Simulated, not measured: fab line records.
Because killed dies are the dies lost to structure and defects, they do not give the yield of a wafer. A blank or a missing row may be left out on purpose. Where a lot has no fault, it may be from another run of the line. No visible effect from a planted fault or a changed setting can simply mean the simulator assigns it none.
Chamber matching	flow gf180mcu	4 sister chambers for GF_V1_CMP_26 on cmp-02
The step polishes, stops on SiO2, t overpolish 15 s, target thk 0 nm. 4 wafers are shown with their chamber, then 12 later ones without.

WAFERS WITH THEIR CHAMBER
wafer	chamber	motor_current_A (A)
L086.1	0	10.8
L086.5	2	11.4
L089.3	3	10.4
L089.5	1	10.6

WAFERS MISSING THEIR CHAMBER
wafer	motor_current_A (A)
L092.2	11.1
L092.5	11.6
L092.6	11.0
L093.4	10.6
L093.5	11.0
L093.6	11.6
L095.1	12.1
L095.2	11.4
L095.4	10.4
L096.2	10.8
L096.5	11.0
L096.6	11.0

THE CHAMBER EACH PASSED THROUGH
wafer	from the rows above	in truth
L092.2	can't be placed: 0 or 2 or 1 or 3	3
L092.5	2	2
L092.6	can't be placed: 0 or 1 or 2 or 3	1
L093.4	can't be placed: 1 or 3 or 0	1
L093.5	can't be placed: 0 or 1 or 2 or 3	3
L093.6	2	2
L095.1	2	2
L095.2	2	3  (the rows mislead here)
L095.4	can't be placed: 3 or 1 or 0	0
L096.2	can't be placed: 0 or 1 or 3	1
L096.5	can't be placed: 0 or 1 or 2 or 3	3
L096.6	can't be placed: 0 or 1 or 2 or 3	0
Correct placement for 3 of the 12. Cannot be placed on the basis of these rows: 8; the candidates contain the true chamber in 8. Placed wrongly: 1.
How it was worked out, from the rows above alone: a wafer's distance from a chamber is the root of the sum, over the readings, of the square of ((its reading less the chamber's mean) divided by the reading's scatter). The wafer belongs to the nearest chamber; if the next one is less than 2 further off, it can't be placed. A chamber's mean is the mean of its shown wafers. The scatter: with one shown wafer a chamber, the root of the mean of the squares of how far each hidden wafer lies from its nearest shown one.
